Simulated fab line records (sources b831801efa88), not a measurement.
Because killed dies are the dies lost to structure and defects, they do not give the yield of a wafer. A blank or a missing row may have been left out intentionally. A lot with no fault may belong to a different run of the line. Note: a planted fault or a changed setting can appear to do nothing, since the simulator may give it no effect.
Matching of chambers || flow gf180mcu || GF_V2_CMP_04 on cmp-02: 4 sister chambers
The step polishes SiO2. 4 wafers are shown with their chamber, then 7 later ones without.

WAFERS PAIRED WITH THEIR CHAMBERS
{"wafer": "L668.1", "chamber": 2, "motor_current_A (A)": 12.8}
{"wafer": "L668.5", "chamber": 3, "motor_current_A (A)": 12.3}
{"wafer": "L667.2", "chamber": 1, "motor_current_A (A)": 12.6}
{"wafer": "L667.4", "chamber": 0, "motor_current_A (A)": 13.8}

WAFERS WITHOUT THEIR CHAMBER
{"wafer": "L667.6", "motor_current_A (A)": 12.0}
{"wafer": "L670.2", "motor_current_A (A)": 13.8}
{"wafer": "L670.4", "motor_current_A (A)": 11.1}
{"wafer": "L670.5", "motor_current_A (A)": 12.5}
{"wafer": "L672.1", "motor_current_A (A)": 14.2}
{"wafer": "L672.5", "motor_current_A (A)": 12.5}
{"wafer": "L672.6", "motor_current_A (A)": 13.2}

EACH ONE'S CHAMBER
{"wafer": "L667.6", "from the rows above": "can't be placed: 3 or 1 or 2", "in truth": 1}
{"wafer": "L670.2", "from the rows above": "can't be placed: 0 or 2", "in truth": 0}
{"wafer": "L670.4", "from the rows above": "can't be placed: 3 or 1 or 2", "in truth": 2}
{"wafer": "L670.5", "from the rows above": "can't be placed: 1 or 3 or 2", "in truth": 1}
{"wafer": "L672.1", "from the rows above": "can't be placed: 0 or 2", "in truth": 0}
{"wafer": "L672.5", "from the rows above": "can't be placed: 1 or 3 or 2", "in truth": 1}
{"wafer": "L672.6", "from the rows above": "can't be placed: 2 or 1 or 0 or 3", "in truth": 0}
Correct placement for 0 of the 7. Not placeable from these rows: 7 (in 7, the candidates include the true chamber). Wrongly placed: 0.
How it was worked out, from the rows above alone: a wafer's distance from a chamber is the root of the sum, over the readings, of the square of ((its reading less the chamber's mean) divided by the reading's scatter). The wafer belongs to the nearest chamber; if the next one is less than 2 further off, it can't be placed. For every chamber, the mean is computed from those of its wafers that are shown. The scatter (one wafer shown for each chamber): square how far every hidden wafer sits from the nearest shown wafer, average those squares and take the square root.
